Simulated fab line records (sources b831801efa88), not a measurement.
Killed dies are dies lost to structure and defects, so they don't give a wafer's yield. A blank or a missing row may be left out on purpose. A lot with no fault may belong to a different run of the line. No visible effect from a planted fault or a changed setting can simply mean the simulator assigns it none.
Problem report in the 8D (eight disciplines) form, filled by code :: flow sky130 :: the parts of the form that need people (team, actions taken, sign-off) are left out

## 1. WHAT WENT WRONG
killed_at_M4_up at SKY_PAD_OPEN_PROBE_99 reads a mean of 38.5 on 4 wafers of 2 lots; wafers without a fault read 3.0 with a standard deviation of 2. That is +18 standard deviations from the usual mean.
The first sign was on wafer L162.1 at day 49 07:52, on prober-01. The record holds 6 wafers of 2 lots with a number at this step. The rule behind "out" and "out of limits": a value lying over 4 standard deviations away from the usual mean. All remaining wafers that have a number are taken as sound.

## 2. WHAT IT IS AND WHAT IT IS NOT
question: which readings at this step
is: killed_at_M4_up, sort_bin_3_pad_short
is not: killed_at_M0_to_M3, killedAtContacts, killedAtOther, killedShort

question: which lots
is: L162, L164
is not: -

question: which wafers of those lots
is: L162.1, L162.3, L162.5, L164.6
is not: L164.2, L164.3

question: read on which tools
is: prober-01
is not: -

question: when
is: from day 49 07:52
is not: up to then (0 sound wafers); but 2 sound wafers of L164 came after

## 3. WHAT RULES OUT EACH SUSPECT
Counting: if a tool at a process step up to the reading ran every lot that is out, it stays a suspect. Sound lots after the first of them don't rule it out here, since some wafers of a struck lot are sound.
- rieMetal-04 at SKY_METAL4_METAL_ETCH_18 (etches the open film in Cl2/BCl3, stops on SiO2, target depth 845 nm, time 183.1 s): kept. It ran every lot that is out, first L162 (day 45 20:47).
- prober-01 at SKY_PAD_OPEN_PROBE_99: kept. It ran every lot that is out, first L162 (day 49 07:52). Its own killed_at_M4_up, sort_bin_3_pad_short readings are out on those wafers.
- Within rieMetal-04 at SKY_METAL4_METAL_ETCH_18: the wafers that are out ran in chamber 0; their sound lot-mates ran in chamber 1.
Remaining after the count are rieMetal-04 at SKY_METAL4_METAL_ETCH_18 and prober-01 at SKY_PAD_OPEN_PROBE_99.

## 4. THE CAUSE (what the simulator had put in)
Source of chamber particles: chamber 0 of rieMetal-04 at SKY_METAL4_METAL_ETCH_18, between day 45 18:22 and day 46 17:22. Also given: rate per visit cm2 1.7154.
2 suspects survive the count, and this tool is in that group.

## 5. THE EFFECT CHAIN, in route order
One row per reading whose mean, taken over the struck wafers that have a number, lies over 3 standard deviations from the usual. Only readings whose record carries a usual standard deviation are examined. hours: median over the lots of the time between each lot's start at the first step of this table that gives one and its start at this step. sigmas: the change, counted in usual standard deviations.
hours: 0
step: SKY_PAD_OPEN_PROBE_99
reading: defectLimitedYield
usual: 82.5 %
on struck wafers: 75.2
change: -7.3
sigmas: -3.9

hours: 0
step: SKY_PAD_OPEN_PROBE_99
reading: killed_at_M4_up
usual: 3.0
on struck wafers: 38.5
change: +35.5
sigmas: +18

hours: 0
step: SKY_PAD_OPEN_PROBE_99
reading: killedDies
usual: 86
on struck wafers: 122
change: +36
sigmas: +3.9

hours: 0
step: SKY_PAD_OPEN_PROBE_99
reading: killedOnRim
usual: 17
on struck wafers: 30
change: +13
sigmas: +3.6

hours: 0
step: SKY_PAD_OPEN_PROBE_99
reading: sort_bin_3_pad_short
usual: 0.8 %
on struck wafers: 3.6
change: +2.8
sigmas: +6.9

hours: 0
step: SKY_PAD_OPEN_PROBE_99
reading: sortNPass
usual: 406
on struck wafers: 370
change: -36
sigmas: -3.9

hours: 0
step: SKY_PAD_OPEN_PROBE_99
reading: sortYieldPct
usual: 82.5 %
on struck wafers: 75.2
change: -7.3
sigmas: -3.9
Here are the process steps it includes:
- SKY_PAD_OPEN_PROBE_99

## 6. WHAT WOULD HAVE CAUGHT IT SOONER
In this record no reading fell out of limits until day 49 07:52, 86 hours after the fault had begun at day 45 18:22.
An alarm limit of 4 standard deviations would not have fired on the tool readings at SKY_METAL4_METAL_ETCH_18 for which the record gives a usual standard deviation, since none of them was out on any struck wafer.
The start of SKY_METAL4_METAL_ETCH_18 on rieMetal-04 came by day 49 07:52 for every one of the lots that are out (2). None of them would have been spared by holding the tool at that moment.
